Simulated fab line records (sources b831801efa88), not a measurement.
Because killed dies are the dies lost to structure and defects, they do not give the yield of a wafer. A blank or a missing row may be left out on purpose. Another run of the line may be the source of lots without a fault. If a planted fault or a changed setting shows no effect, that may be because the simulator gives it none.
Struck lot and sound lot, side by side :: flow sky130 :: 18 out of 708 route steps
Sound: the wafers L505.1, L505.2, L505.4. Struck: wafers L496.4, L496.5, L496.6. At the end, the cause is stated.
At each step with rows: each side's tool, then ch and its chambers, then its first start. Under that, the readings that differ: sound wafers :: struck wafers :: difference of the means :: sigmas: that difference in standard deviations of wafers without a fault.
alike: a reading whose means differ by less than 2 such deviations, as well as words and numbers matching on both sides. not compared: withheld readings; readings where some wafer has no value; bounds like >300 that might hide an equal value; numbers whose values overlap and for which the record gives no deviation.
A row with sigmas, a row that says differs or no value, or rows on one side alone: a step with any of these is where the two part. When numbers do not overlap yet have no deviation, they are printed without sigmas and do not part them. A reading missing from all wafers of one side parts the sides only when that side holds two or more wafers.

first, 1 step without rows for these wafers: SKY_VT_ADJUST_PCH_IMPLANT_08.
SKY_VT_ADJUST_PCH_STRIP_09: strips in O2/N2.
  sound on plasma-asher-03 ch 0,1, day 15 10:31; struck on plasma-asher-04 ch 0,1, day 12 14:19
  alike: drypump-motor-current-A, oes-product-au, strip-time-to-endpoint-s
  not compared: rf-hours-counter-h
SKY_VT_ADJUST_PCH_TW_MEAS_10:
  sound on film-metro-02, day 15 10:37; struck on film-metro-04, day 12 14:25
  alike: VT_ADJUST_PCH_TW
then, 7 steps without rows for these wafers: SKY_SONOS_TUNNEL_DEHYDRATE_00 (time 60 s); SKY_SONOS_TUNNEL_HMDS_01 (prime time 60 s); SKY_SONOS_TUNNEL_COAT_02 (resist thk 1140 nm); SKY_SONOS_TUNNEL_SOFTBAKE_03 (time 60 s); SKY_SONOS_TUNNEL_EXPOSE_04 (exposes mask TUNM, target cd 410 nm); SKY_SONOS_TUNNEL_PEB_05; SKY_SONOS_TUNNEL_DEVELOP_06 (develop time 60 s).
SKY_SONOS_TUNNEL_CD_MEAS_07: the cd target is 410 nm.
  sound on cd-sem-01, day 16 12:11; struck on cd-sem-02, day 13 14:27
  alike: cd-nm
SKY_SONOS_TUNNEL_OVL_MEAS_08:
  sound on overlay-02, day 16 12:19; struck on overlay-02, day 13 14:32
  alike: SONOS_TUNNEL_OVL
SKY_SONOS_TUNNEL_IMPLANT_09:
  sound on implanter-03 ch 0, day 16 12:20; struck on implanter-01 ch 0, day 13 14:37
reading: dose-ions-cm2
sound: 1.0006e+12 1.001e+12 1.0011e+12
struck: 6.151e+11 6.165e+11 6.148e+11
difference: -3.854e+11
sigmas: -99 or more

reading: faraday-current-uA
sound: 5.57 5.54 5.64
struck: 3.48 3.53 3.47
difference: -2.09
sigmas: -19
then, 2 steps without rows for these wafers: SKY_SONOS_TUNNEL_WET_ETCH_10 (etches SiO2 in dHF, target depth 14 nm, time 280 s); SKY_SONOS_TUNNEL_STRIP_11 (strips in SPM, time 600 s).
SKY_SONOS_TUNNEL_TW_MEAS_12:
  sound on film-metro-01, day 16 12:45; struck on film-metro-01, day 13 14:59
reading: SONOS_TUNNEL_TW
sound: 197.5 196.9 196.7
struck: 174.1 173.3 174.0
difference: -23.2
sigmas: -19
then, 1 step without rows for these wafers: SKY_SONOS_TUNNEL_CLEAN_13 (cleans in dHF, time 20 s).
-- a jump in the record: the struck wafers' starts before and after are 34 days apart (it breaks off in module SONOS_TUNNEL and resumes in module PAD_OPEN, where the first step shown is number 708 of the route) --
SKY_PAD_OPEN_PROBE_99:
  sound on prober-01, day 49 23:07; struck on prober-02, day 47 21:34
reading: model.etest.sonos-uncharged.r-on-ohm-um
sound: 802.7 807.8 826.6
struck: 781.1 782.5 752.1
difference: -40.5
sigmas: 

reading: model.etest.sonos-programmed.off-log10-a-um
sound: -13.96 -13.97 -13.76
struck: -13.11 -13.1 -12.67
difference: +0.94
sigmas: 

reading: model.etest.sonos-baked.vt-v (V)
sound: 0.9103 0.9727 0.9752
struck: 0.7958 0.8328 0.8631
difference: -0.1222
sigmas: 

reading: model.etest.sonos-uncharged.vt-v (V)
sound: -0.4674 -0.4429 -0.3801
struck: -0.5594 -0.5164 -0.5858
difference: -0.1237
sigmas: 

reading: model.etest.sonos-erased.vt-v (V)
sound: -2.219 -2.314 -2.34
struck: -2.43 -2.475 -2.535
difference: -0.19
sigmas: 
  alike: killed_at_M0_to_M3, killed_at_M4_up, killed-at-contacts, killed-at-front-end, killed-at-other, killed-dies, killed-open, killed-short

## WHERE THEY PART
Last at SKY_SONOS_TUNNEL_TW_MEAS_12 as far as this record goes, first at SKY_SONOS_TUNNEL_IMPLANT_09. Later steps at which nothing parts them and some readings are alike: SKY_PAD_OPEN_PROBE_99.

WHY: whatever the simulator had introduced
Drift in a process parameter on implanter-01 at SKY_SONOS_TUNNEL_IMPLANT_09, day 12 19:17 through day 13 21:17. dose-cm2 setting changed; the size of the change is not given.
